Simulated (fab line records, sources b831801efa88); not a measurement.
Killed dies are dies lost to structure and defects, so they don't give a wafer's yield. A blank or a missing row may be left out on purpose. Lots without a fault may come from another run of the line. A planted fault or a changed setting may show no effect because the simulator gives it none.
Chamber matching | flow sky130 | SKY_PASSIVATION_CVD_02 on pecvd-01: 3 sister chambers
The step deposits Si3N4, target thk 540 nm. 6 wafers are shown with their chamber, then 9 later ones without.

WAFERS WITH THEIR CHAMBER
wafer  | chamber | heater_power_w (W)
L076.4 | 0       | 756
L079.1 | 0       | 695
L080.2 | 2       | 692
L082.1 | 1       | 561
L082.4 | 2       | 696
L082.6 | 1       | 452

WAFERS WITHOUT THEIR CHAMBER
wafer  | heater_power_w (W)
L085.1 | 680
L085.2 | 676
L085.3 | 551
L096.1 | 744
L096.3 | 496
L096.6 | 522
L097.2 | 677
L097.4 | 521
L097.6 | 684

WHICH CHAMBER EACH WENT THROUGH
wafer  | from the rows above     | in truth
L085.1 | can't be placed: 2 or 0 | 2
L085.2 | can't be placed: 2 or 0 | 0
L085.3 | can't be placed: 1 or 2 | 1
L096.1 | can't be placed: 0 or 2 | 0
L096.3 | 1                       | 1
L096.6 | 1                       | 1
L097.2 | can't be placed: 2 or 0 | 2
L097.4 | 1                       | 1
L097.6 | can't be placed: 2 or 0 | 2
Placed correctly: 3 of 9. Can't be placed from these rows: 6 (the true chamber is among the candidates in 6). Placed wrongly: 0.
How it was worked out, from the rows above alone: a wafer's distance from a chamber is the root of the sum, over the readings, of the square of ((its reading less the chamber's mean) divided by the reading's scatter). The wafer belongs to the nearest chamber; if the next one is less than 2 further off, it can't be placed. A chamber's mean is the mean of its shown wafers. The scatter: the root of (the sum of the squares of (reading less its chamber's mean) over the shown wafers, divided by (wafers less chambers)).
